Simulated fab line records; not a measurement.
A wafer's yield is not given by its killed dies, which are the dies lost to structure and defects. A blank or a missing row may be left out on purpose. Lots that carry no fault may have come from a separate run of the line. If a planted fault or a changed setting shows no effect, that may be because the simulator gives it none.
Split-lot study ; flow sky130 ; 23 wafers read across 5 lots, on a route 708 steps long

SPLIT DETAILS
At SKY_METAL5_SPUTTER_00 (material Ti, target thk 15 nm, time 10 s), the setting timeS was moved away from the recipe's 10 s on 8 of the 23 wafers read, by -14.4% to +12.9%. The other wafers ran this setting at the recipe's value.

The split's own step is where the reading is taken.

THE READING
Ti_of_METAL5_SPUTTER_00.thkNm (the simulator's own value, which no gauge read), in nm, at SKY_METAL5_SPUTTER_00 (material Ti, target thk 15 nm, time 10 s). No usual value for it is given in the file. The 15 wafers here that ran the recipe average 15.00 nm, standard deviation 0.18 nm.

wafer;tool, chamber at the split;timeS as run, s;against the recipe;Ti_of_METAL5_SPUTTER_00.thkNm, nm;against lot-mates on the recipe
L074.1;pvdSputter-01, -;10;recipe;15.23;-
L074.4;pvdSputter-01, -;10;recipe;15.15;-
L074.5;pvdSputter-01, -;10;recipe;15.28;-
L078.1;pvdSputter-02, -;8.557;-14.4%;12.69;-2.32
L078.2;pvdSputter-02, -;10;recipe;15.05;-
L078.3;pvdSputter-02, -;8.557;-14.4%;12.82;-2.19
L078.4;pvdSputter-02, -;8.557;-14.4%;13.04;-1.97
L078.5;pvdSputter-02, -;10;recipe;14.97;-
L075.1;pvdSputter-02, -;10;recipe;14.67;-
L075.2;pvdSputter-02, -;9.579;-4.2%;14.16;-0.54
L075.3;pvdSputter-02, -;9.579;-4.2%;14.15;-0.55
L075.4;pvdSputter-02, -;9.579;-4.2%;14.52;-0.19
L075.5;pvdSputter-02, -;10;recipe;14.74;-
L080.1;pvdSputter-04, -;10;recipe;14.88;-
L080.2;pvdSputter-04, -;10;recipe;14.79;-
L080.3;pvdSputter-04, -;11.29;+12.9%;16.79;+1.92
L080.5;pvdSputter-04, -;11.29;+12.9%;16.83;+1.96
L080.6;pvdSputter-04, -;10;recipe;14.94;-
L084.1;pvdSputter-04, -;10;recipe;15.2;-
L084.3;pvdSputter-04, -;10;recipe;14.93;-
L084.4;pvdSputter-04, -;10;recipe;14.96;-
L084.5;pvdSputter-04, -;10;recipe;14.96;-
L084.6;pvdSputter-04, -;10;recipe;15.22;-

FIT RESULTS
A straight line over all 23 wafers: Ti_of_METAL5_SPUTTER_00.thkNm changes by +0.147 nm for each +1% of timeS; r = +0.98; the points scatter about the line by 0.18 nm.
The same after taking each lot's own level away (the mean of its wafers on the recipe; 23 wafers): +0.148 nm for each +1%; r = +0.99; scatter 0.13 nm.
Per that fit: largest timeS move, reading shift of 2.1 nm.
The lots' own levels span 14.705 to 15.220 nm, that is 2.8 times the standard deviation above.
So the lot-to-lot level changes the slope little: the two slopes agree.
Check: for one of the wafers moved furthest among these (-14.4%), held out of the fit, the line's prediction against its lot-mates is -2.05 nm. It came out at -2.32 nm against them.

THESE WAFERS: OTHER SPLITS
Before the reading, these wafers also passed through other splits. Each is held against what the fit with the lots' levels taken away leaves over:
other split on the same wafers;wafers away from the commonest value;r with Ti_of_METAL5_SPUTTER_00.thkNm (lot level and that fit taken away)
SKY_METAL4_COAT_08 spinRpm;7;-0.26
SKY_METAL4_SOFTBAKE_09 tempC;7;-0.43
SKY_VIA4_SPUTTER_17 chamberPressurePa;18;+0.11
SKY_VIA4_CVD_18 tempC;7;+0.05

FILE'S OWN FIT
Ti_of_METAL5_SPUTTER_00.thkNm changes by +0.148 nm for each +1% of timeS, r = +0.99.
